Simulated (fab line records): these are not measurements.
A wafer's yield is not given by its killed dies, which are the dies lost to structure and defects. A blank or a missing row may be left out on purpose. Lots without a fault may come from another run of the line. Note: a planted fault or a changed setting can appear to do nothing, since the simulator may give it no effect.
Struck lot and sound lot, side by side | flow sky130 | 15 steps out of a route of 708
Sound: the wafers L906.2, L906.3, L906.6. Wafers L909.1, L909.2, L909.6 were the ones struck. At the end, the cause is stated.
For every step that has rows: the tool of each side, followed by ch and its chambers, followed by its first start. Under that, the readings that differ: sound wafers | struck wafers | difference of the means | sigmas: that difference in standard deviations of wafers without a fault.
alike: words and numbers the same on both sides, and readings whose means are apart by under 2 such deviations; not compared: readings that were withheld, readings missing a value for some wafer, numbers with overlapping values and no deviation given by the record, and bounds like >300 which may hide the same value.
Wherever a step has rows on one side only, a row that says differs or no value, or a row with sigmas, the two part there. When numbers do not overlap yet have no deviation, they are printed without sigmas and do not part them. Lack of a reading on every wafer of one side parts them only where that side has two or more wafers.

SKY_SPACER_ETCHBACK_02: etches Si3N4 in CH3F/O2, stops on SiO2, time 46.7 s, target depth 45 nm.
  sound on rieDiel-04 ch 1,3, day 23 18:31; struck on rieDiel-01 ch 0,2, day 25 02:24
  alike: O2_flow_sccm, drypumpMotorCurrentA, oesProductAu, throttleValvePct
  not compared: rfHoursCounterH
then, 8 steps without rows for these wafers: SKY_POLY_CUT_DEHYDRATE_00 (time 60 s); SKY_POLY_CUT_HMDS_01 (prime time 60 s); SKY_POLY_CUT_COAT_02 (resist thk 60 nm); SKY_POLY_CUT_COAT_03 (resist thk 450 nm); SKY_POLY_CUT_SOFTBAKE_04 (time 90 s); SKY_POLY_CUT_EXPOSE_05 (exposes mask NPCM, target cd 270 nm); SKY_POLY_CUT_PEB_06; SKY_POLY_CUT_DEVELOP_07 (develop time 60 s).
SKY_POLY_CUT_CD_MEAS_08: the cd target is 270 nm.
  sound on cdSem-01 at day 25 01:26; struck on cdSem-02 at day 26 08:22
  alike: cdNm
SKY_POLY_CUT_OVL_MEAS_09:
  sound on overlay-02 at day 25 01:33; struck on overlay-02 at day 26 08:29
  alike: POLY_CUT_OVL
SKY_POLY_CUT_ETCH_10: etches BARC in N2/H2, stops on SiO2, time 45.9 s, target depth 60 nm.
  sound on rieDiel-02 ch 0,3, day 25 01:35; struck on rieDiel-03 ch 0,2, day 26 08:32
  alike: biasW, chamberPressureMTorr, drypumpMotorCurrentA, oesProductAu, throttleValvePct
  not compared: rfHoursCounterH
SKY_POLY_CUT_ETCH_11: etches Si3N4 in CF4/CH2F2/Ar, stops on poly-Si, time 42.5 s, target depth 60 nm.
  sound on rieDiel-02 ch 0,3, day 25 01:37; struck on rieDiel-03 ch 0,2, day 26 08:34
  no value came back on the struck wafers for any of 5 readings (biasW (W), cf4FlowSccm (sccm) and others); on the sound wafers biasW (W) reads 150.4 149.9 150.0
  not compared: rfHoursCounterH
SKY_POLY_CUT_STRIP_12: strips in O2/N2.
  sound on plasmaAsher-02 ch 1, day 25 01:40; struck on plasmaAsher-03 ch 0,1, day 26 08:37
  alike: drypumpMotorCurrentA, oesProductAu, stripTimeToEndpointS
  not compared: rfHoursCounterH
-- record jumps: 21 days separate the struck wafers' starts on either side; left off in module POLY_CUT, taken up again in module PAD_OPEN, whose first shown step is the route's number 708 --
SKY_PAD_OPEN_PROBE_99:
  record: rows for the struck wafers here (prober-01, day 47 14:00), none for the sound ones

## WHERE THEY PART
Last at SKY_PAD_OPEN_PROBE_99 as far as this record goes, first at SKY_POLY_CUT_ETCH_11.

WHY: whatever the simulator had introduced
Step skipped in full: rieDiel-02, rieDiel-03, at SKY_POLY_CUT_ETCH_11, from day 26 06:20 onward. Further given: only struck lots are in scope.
